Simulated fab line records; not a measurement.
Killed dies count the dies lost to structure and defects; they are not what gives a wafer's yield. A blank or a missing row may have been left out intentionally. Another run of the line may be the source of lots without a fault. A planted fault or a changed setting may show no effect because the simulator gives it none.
Problem report in the 8D (eight disciplines) form, filled by code / flow gf180mcu / the parts of the form that need people (team, actions taken, sign-off) are left out

== 1. THE PROBLEM ==
Mean of run length s at GF_SAB_WET_ETCH_12: 334 s across 6 wafers in 2 lots; on wafers with no fault it is 468 s (standard deviation 3.1). Measured from the usual mean, that is -43 standard deviations.
The step: etches SiO2 in dHF, target depth 22 nm, time 440 s.
Earliest sighting: wafer L528.1 on wet bench-01 at day 16 10:11. The record has a number at this step for 41 wafers belonging to 14 lots. Rule for "out" (also "out of limits"): further than 4 standard deviations from the usual mean. Any other wafer with a number is counted as sound.

== 2. WHAT IT IS, AND WHAT IT ISN'T ==
question=which readings at this step | is=run length s | is not=-
question=which lots | is=L528, L530 | is not=L526, L527, L532, L539, L540, L541, L542, L543, L544, L545, L548, L549
question=which wafers of those lots | is=all that have a number | is not=-
question=read on which tools | is=wet bench-01 | is not=wet bench-02, wet bench-03
question=when | is=from day 16 10:11 | is not=up to then (6 sound wafers); but 29 sound wafers of L532, L539, L540, L541, L542, L543, L544, L545, L548, L549 came after

== 3. SUSPECTS, AND WHAT RULES EACH OUT ==
Counting: a tool at a process step up to the reading stays a suspect if it ran every lot that is out and no sound lot after the first of them.
- wet bench-01 at GF_SAB_WET_ETCH_12 (etches SiO2 in dHF, target depth 22 nm, time 440 s): ruled out as a lasting fault. Sound lots L540, L541, L549 ran on it after its first lot that is out, L528 (day 16 10:11).
Left after counting: nothing in the record.

== 4. THE CAUSE (what the simulator had put in) ==
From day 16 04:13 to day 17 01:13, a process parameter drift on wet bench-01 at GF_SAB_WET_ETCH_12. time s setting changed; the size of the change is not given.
Counting ruled it out, wrongly.

== 5. THE EFFECT CHAIN, in route order ==
Rows list readings where the struck wafers' mean (over those with a number) sits beyond 3 standard deviations from the usual. Only readings for which the record gives a usual standard deviation are gone through. hours: the time from each lot's start at the first step in this table that gives one to its start at this step, as a median over the lots. sigmas: the change in usual standard deviations.
hours=0; step=GF_SAB_WET_ETCH_12; reading=run length s; usual=468 s; on struck wafers=334; change=-134; sigmas=-43
The process steps in it:
- GF_SAB_WET_ETCH_12: etches SiO2 in dHF, target depth 22 nm, time 440 s.
At these later measuring or inspecting steps, every struck wafer for which the step has a row has a number for every such reading, and none has moved that far: GF_SALICIDE_RS_MEAS_04.

== 6. HOW IT WOULD HAVE BEEN CAUGHT EARLIER ==
The fault began at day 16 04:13; the first out-of-limits reading in this record came at day 16 10:11, 6 hours later.
